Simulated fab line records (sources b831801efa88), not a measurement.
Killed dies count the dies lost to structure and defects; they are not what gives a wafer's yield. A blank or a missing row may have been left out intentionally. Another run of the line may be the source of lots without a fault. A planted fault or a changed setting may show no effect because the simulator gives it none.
Which tool is to blame? / flow sky130 / Sampling: 15 lots, 45 wafers, 4 of 708 route steps

== WHAT EACH GAUGE READ, for each wafer ==
Not one reading of a measure or inspect step in the record can be checked against a usual standard deviation.

== TOOL THAT RAN EACH LOT (tool first, then ch and the chambers of the sampled wafers, then the start) ==
lot=L233; SKY_CONTACT_PEB_12=litho-track-01 ch 0, day 32 00:00; SKY_VIA1_SPUTTER_20=pvd-sputter-04, day 34 10:20; SKY_METAL2_SPUTTER_03=pvd-sputter-03, day 34 11:03; SKY_CAPM_CVD_00=pecvd-03 ch 0,1, day 36 20:14
lot=L234; SKY_CONTACT_PEB_12=litho-track-01 ch 0, day 32 10:00; SKY_VIA1_SPUTTER_20=pvd-sputter-04, day 34 20:11; SKY_METAL2_SPUTTER_03=pvd-sputter-02, day 34 20:54; SKY_CAPM_CVD_00=pecvd-01 ch 0,2, day 37 04:38
lot=L236; SKY_CONTACT_PEB_12=litho-track-03 ch 0, day 32 19:00; SKY_VIA1_SPUTTER_20=pvd-sputter-04, day 35 05:19; SKY_METAL2_SPUTTER_03=pvd-sputter-03, day 35 06:01; SKY_CAPM_CVD_00=pecvd-01 ch 0,2, day 37 13:31
lot=L235; SKY_CONTACT_PEB_12=litho-track-03 ch 0, day 32 22:00; SKY_VIA1_SPUTTER_20=pvd-sputter-04, day 35 09:16; SKY_METAL2_SPUTTER_03=pvd-sputter-03, day 35 09:59; SKY_CAPM_CVD_00=pecvd-01 ch 0,1, day 37 18:20
lot=L237; SKY_CONTACT_PEB_12=litho-track-03 ch 0, day 33 16:00; SKY_VIA1_SPUTTER_20=pvd-sputter-03, day 36 01:37; SKY_METAL2_SPUTTER_03=pvd-sputter-04, day 36 02:19; SKY_CAPM_CVD_00=pecvd-01 ch 0,2, day 38 10:06
lot=L238; SKY_CONTACT_PEB_12=litho-track-03 ch 0, day 33 18:00; SKY_VIA1_SPUTTER_20=pvd-sputter-03, day 36 03:14; SKY_METAL2_SPUTTER_03=pvd-sputter-02, day 36 03:57; SKY_CAPM_CVD_00=pecvd-03 ch 0,2, day 38 10:44
lot=L239; SKY_CONTACT_PEB_12=litho-track-04 ch 0, day 34 04:00; SKY_VIA1_SPUTTER_20=pvd-sputter-01, day 36 14:17; SKY_METAL2_SPUTTER_03=pvd-sputter-02, day 36 14:59; SKY_CAPM_CVD_00=pecvd-01 ch 0,1,2, day 38 22:31
lot=L240; SKY_CONTACT_PEB_12=litho-track-04 ch 0, day 34 04:00; SKY_VIA1_SPUTTER_20=pvd-sputter-03, day 36 14:23; SKY_METAL2_SPUTTER_03=pvd-sputter-03, day 36 15:35; SKY_CAPM_CVD_00=pecvd-02 ch 1,2, day 38 23:05
lot=L242; SKY_CONTACT_PEB_12=litho-track-01 ch 0, day 35 05:00; SKY_VIA1_SPUTTER_20=pvd-sputter-04, day 37 16:21; SKY_METAL2_SPUTTER_03=pvd-sputter-02, day 37 17:04; SKY_CAPM_CVD_00=pecvd-03 ch 0,1, day 39 22:52
lot=L243; SKY_CONTACT_PEB_12=litho-track-03 ch 0, day 35 07:00; SKY_VIA1_SPUTTER_20=pvd-sputter-03, day 37 16:32; SKY_METAL2_SPUTTER_03=pvd-sputter-04, day 37 17:22; SKY_CAPM_CVD_00=pecvd-02 ch 1,2, day 40 00:25
lot=L247; SKY_CONTACT_PEB_12=litho-track-01, day 36 18:00; SKY_VIA1_SPUTTER_20=-; SKY_METAL2_SPUTTER_03=-; SKY_CAPM_CVD_00=-
lot=L248; SKY_CONTACT_PEB_12=litho-track-03, day 37 05:00; SKY_VIA1_SPUTTER_20=-; SKY_METAL2_SPUTTER_03=-; SKY_CAPM_CVD_00=-
lot=L249; SKY_CONTACT_PEB_12=litho-track-04, day 37 05:00; SKY_VIA1_SPUTTER_20=-; SKY_METAL2_SPUTTER_03=-; SKY_CAPM_CVD_00=-
lot=L255; SKY_CONTACT_PEB_12=litho-track-01 ch 0, day 38 23:00; SKY_VIA1_SPUTTER_20=pvd-sputter-04, day 41 05:38; SKY_METAL2_SPUTTER_03=pvd-sputter-03, day 41 06:20; SKY_CAPM_CVD_00=pecvd-02 ch 0, day 43 11:07
lot=L254; SKY_CONTACT_PEB_12=litho-track-03 ch 0, day 39 02:00; SKY_VIA1_SPUTTER_20=pvd-sputter-04, day 41 09:10; SKY_METAL2_SPUTTER_03=pvd-sputter-02, day 41 09:58; SKY_CAPM_CVD_00=pecvd-03 ch 0,1,2, day 43 14:04
- SKY_CONTACT_PEB_12
- SKY_VIA1_SPUTTER_20: material TiN, target thk 20 nm, time 80 s.
- SKY_METAL2_SPUTTER_03: material Ti, target thk 5 nm, time 3.3 s.
- SKY_CAPM_CVD_00: deposits SiO2, target thk 15.5 nm.

== AS READ BY THE TOOLS THEMSELVES (means over the sampled wafers that have a number; for cases with no such wafer, the mark the record gives instead) ==
SKY_CONTACT_PEB_12.
lot=L233; tool=litho-track-01; exhaust-pa (Pa)=45.8
lot=L234; tool=litho-track-01; exhaust-pa (Pa)=44.1
lot=L236; tool=litho-track-03; exhaust-pa (Pa)=43.5
lot=L235; tool=litho-track-03; exhaust-pa (Pa)=45.7
lot=L237; tool=litho-track-03; exhaust-pa (Pa)=43.8
lot=L238; tool=litho-track-03; exhaust-pa (Pa)=45.8
lot=L239; tool=litho-track-04; exhaust-pa (Pa)=44.7
lot=L240; tool=litho-track-04; exhaust-pa (Pa)=44.7
lot=L242; tool=litho-track-01; exhaust-pa (Pa)=45.0
lot=L243; tool=litho-track-03; exhaust-pa (Pa)=45.8
lot=L247; tool=litho-track-01; exhaust-pa (Pa)=-
lot=L248; tool=litho-track-03; exhaust-pa (Pa)=-
lot=L249; tool=litho-track-04; exhaust-pa (Pa)=-
lot=L255; tool=litho-track-01; exhaust-pa (Pa)=43.8
lot=L254; tool=litho-track-03; exhaust-pa (Pa)=45.6

SKY_VIA1_SPUTTER_20.
lot=L233; tool=pvd-sputter-04; throttle-valve-pct (%)=30.0
lot=L234; tool=pvd-sputter-04; throttle-valve-pct (%)=29.0
lot=L236; tool=pvd-sputter-04; throttle-valve-pct (%)=29.4
lot=L235; tool=pvd-sputter-04; throttle-valve-pct (%)=30.7
lot=L237; tool=pvd-sputter-03; throttle-valve-pct (%)=30.2
lot=L238; tool=pvd-sputter-03; throttle-valve-pct (%)=29.6
lot=L239; tool=pvd-sputter-01; throttle-valve-pct (%)=30.9
lot=L240; tool=pvd-sputter-03; throttle-valve-pct (%)=30.1
lot=L242; tool=pvd-sputter-04; throttle-valve-pct (%)=29.2
lot=L243; tool=pvd-sputter-03; throttle-valve-pct (%)=29.6
lot=L255; tool=pvd-sputter-04; throttle-valve-pct (%)=28.7
lot=L254; tool=pvd-sputter-04; throttle-valve-pct (%)=29.2

SKY_METAL2_SPUTTER_03.
lot=L233; tool=pvd-sputter-03; throttle-valve-pct (%)=29.4
lot=L234; tool=pvd-sputter-02; throttle-valve-pct (%)=29.4
lot=L236; tool=pvd-sputter-03; throttle-valve-pct (%)=29.7
lot=L235; tool=pvd-sputter-03; throttle-valve-pct (%)=29.7
lot=L237; tool=pvd-sputter-04; throttle-valve-pct (%)=29.4
lot=L238; tool=pvd-sputter-02; throttle-valve-pct (%)=30.0
lot=L239; tool=pvd-sputter-02; throttle-valve-pct (%)=29.3
lot=L240; tool=pvd-sputter-03; throttle-valve-pct (%)=29.6
lot=L242; tool=pvd-sputter-02; throttle-valve-pct (%)=29.3
lot=L243; tool=pvd-sputter-04; throttle-valve-pct (%)=30.6
lot=L255; tool=pvd-sputter-03; throttle-valve-pct (%)=30.0
lot=L254; tool=pvd-sputter-02; throttle-valve-pct (%)=30.2

SKY_CAPM_CVD_00.
lot=L233; tool=pecvd-03; heater-power-w (W)=742; rf-fwd-power-W (W)=438.7
lot=L234; tool=pecvd-01; heater-power-w (W)=775; rf-fwd-power-W (W)=440.1
lot=L236; tool=pecvd-01; heater-power-w (W)=728; rf-fwd-power-W (W)=441.0
lot=L235; tool=pecvd-01; heater-power-w (W)=720; rf-fwd-power-W (W)=438.7
lot=L237; tool=pecvd-01; heater-power-w (W)=701; rf-fwd-power-W (W)=441.7
lot=L238; tool=pecvd-03; heater-power-w (W)=862; rf-fwd-power-W (W)=440.1
lot=L239; tool=pecvd-01; heater-power-w (W)=711; rf-fwd-power-W (W)=439.2
lot=L240; tool=pecvd-02; heater-power-w (W)=609; rf-fwd-power-W (W)=439.8
lot=L242; tool=pecvd-03; heater-power-w (W)=713; rf-fwd-power-W (W)=440.2
lot=L243; tool=pecvd-02; heater-power-w (W)=700; rf-fwd-power-W (W)=440.0
lot=L255; tool=pecvd-02; heater-power-w (W)=843; rf-fwd-power-W (W)=437.7
lot=L254; tool=pecvd-03; heater-power-w (W)=861; rf-fwd-power-W (W)=440.8

== THE ANSWER, worked out from the rows above alone ==
Rule: usual is defined by the lots themselves. Put in order of their means at a reading, lots are off if they are a third of the lots or fewer, leave a main group of 4 or more, and stand apart from it by a gap of 3 or more times the standard deviation of the main group's means; of several such gaps the widest counts. The tables above print the reading to a certain number of digits; a main group whose means all agree to those digits is not used. A lot without any number at a reading at which 4 lots or more have one is off too. Where the step has rows for the other lots, those lots are counted as sound. Order of review: gauges by route order, followed by the tools' own readings, for which a lot's mean as printed above is used. The first step at which some lot is off is used, and at that step the reading that is off furthest; a lot without a number counts as furthest.
Off at SKY_CONTACT_PEB_12 (exhaust-pa): L247, L248, L249. Without a number there: L247, L248, L249. The main group: mean 44.9 Pa, standard deviation 0.85.
A tool fits if, at that step or a process step before it, it ran every lot that is off, and no sound lot after the first of them. Of those tried, none fits.

== WHAT THE SIMULATOR HAD PUT IN ==
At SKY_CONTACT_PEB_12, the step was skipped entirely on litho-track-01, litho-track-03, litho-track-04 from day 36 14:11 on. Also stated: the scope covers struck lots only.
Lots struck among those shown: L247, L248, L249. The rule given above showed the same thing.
